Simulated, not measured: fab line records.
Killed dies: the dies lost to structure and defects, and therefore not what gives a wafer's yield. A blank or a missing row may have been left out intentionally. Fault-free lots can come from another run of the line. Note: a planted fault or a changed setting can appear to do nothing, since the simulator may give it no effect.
Struck lot and sound lot, side by side ; flow sky130 ; 17 steps out of a route of 708
Sound: these wafers, L364.1, L364.4, L364.5. The struck wafers were L370.2, L370.3, L370.5. At the end, the cause is stated.
At each step with rows: each side's tool, then ch and its chambers, then its first start. Under that, the readings that differ: sound wafers ; struck wafers ; difference of the means ; sigmas: that difference in standard deviations of wafers without a fault.
alike: same words and numbers on both sides, and readings whose means sit less than 2 such deviations apart. not compared: any withheld reading, any reading some wafer has no value for, any bound like >300 that may hide the same value, and any number with overlapping values for which the record gives no deviation.
The two part at a step that has a row with sigmas, a row that says differs or no value, or rows on one side only. Numbers that have no deviation but don't overlap get no sigmas and don't part them. A reading that every wafer of one side lacks parts them only if that side has two wafers or more.

SKY_SD_P_CD_MEAS_07: target cd 380 nm.
  sound on cd sem-01, day 27 17:35; struck on cd sem-02, day 30 02:57
  alike: cd nm
SKY_SD_P_OVL_MEAS_08:
  sound on overlay-02, day 27 17:42; struck on overlay-02, day 30 03:04
  alike: SD_P_OVL
after that, 1 step had no rows for these wafers: SKY_SD_P_IMPLANT_09.
SKY_SD_P_STRIP_10: strips in O2/N2.
  sound on plasma asher-02 ch 0,1, day 27 17:53; struck on plasma asher-03 ch 0,1, day 30 03:14
  alike: drypump motor current A, oes product au, strip time to endpoint s
  not compared: rf hours counter h
SKY_SD_P_TW_MEAS_11:
  sound on film metro-02, day 27 17:59; struck on film metro-02, day 30 03:21
  alike: SD_P_TW
then, 7 steps without rows for these wafers: SKY_RES_XHIGH_DEHYDRATE_00 (time 60 s); SKY_RES_XHIGH_HMDS_01 (prime time 60 s); SKY_RES_XHIGH_COAT_02 (resist thk 1140 nm); SKY_RES_XHIGH_SOFTBAKE_03 (time 60 s); SKY_RES_XHIGH_EXPOSE_04 (exposes mask URPM, target cd 1270 nm); SKY_RES_XHIGH_PEB_05; SKY_RES_XHIGH_DEVELOP_06 (develop time 60 s).
SKY_RES_XHIGH_IMPLANT_07:
  sound on implanter-03 ch 0, day 28 22:48; struck on implanter-04 ch 0, day 31 06:26
reading;sound;struck;difference;sigmas
beam energy keV;20.005 20.007 20.012;21.038 21.039 21.036;+1.030;+99 or more
beam on s (s);37.4 36.8 39.0;34.3 33.7 32.6;-4.2;-4
faraday current uA;544 550 519;592 602 625;+69;+5
model.implant.rp nm (nm);17.27 17.27 17.27;17.98 17.98 17.98;+0.71;
model.implant.drp nm (nm);9.746 9.746 9.746;10.1 10.1 10.1;+0.4;
SKY_RES_XHIGH_STRIP_08: strips in O2/N2.
  sound on plasma asher-03 ch 0,1, day 28 22:57; struck on plasma asher-04 ch 1, day 31 06:34
reading;sound;struck;difference;sigmas
strip time to endpoint s (s);14.32 14.30 14.31;14.23 14.22 14.22;-0.09;-2
  alike: drypump motor current A, oes product au
  not compared: rf hours counter h
SKY_RES_XHIGH_TW_MEAS_09:
  sound on film metro-03, day 28 23:03; struck on film metro-02, day 31 06:40
  alike: RES_XHIGH_TW
then, 1 step without rows for these wafers: SKY_SD_N_DEHYDRATE_00 (time 60 s).
-- the record jumps here: 18 days lie between the struck wafers' starts before and after (it left off in module SD_N and takes up again in module PAD_OPEN, whose first step shown is number 708 of the route) --
SKY_PAD_OPEN_PROBE_99:
  record: rows for the struck wafers here (prober-02, day 49 03:16), none for the sound ones

WHERE THEY PART
Last at SKY_PAD_OPEN_PROBE_99 as far as this record goes, first at SKY_RES_XHIGH_IMPLANT_07.

WHY: the cause the simulator had injected
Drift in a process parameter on implanter-04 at SKY_RES_XHIGH_IMPLANT_07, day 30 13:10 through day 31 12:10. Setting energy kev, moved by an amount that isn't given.
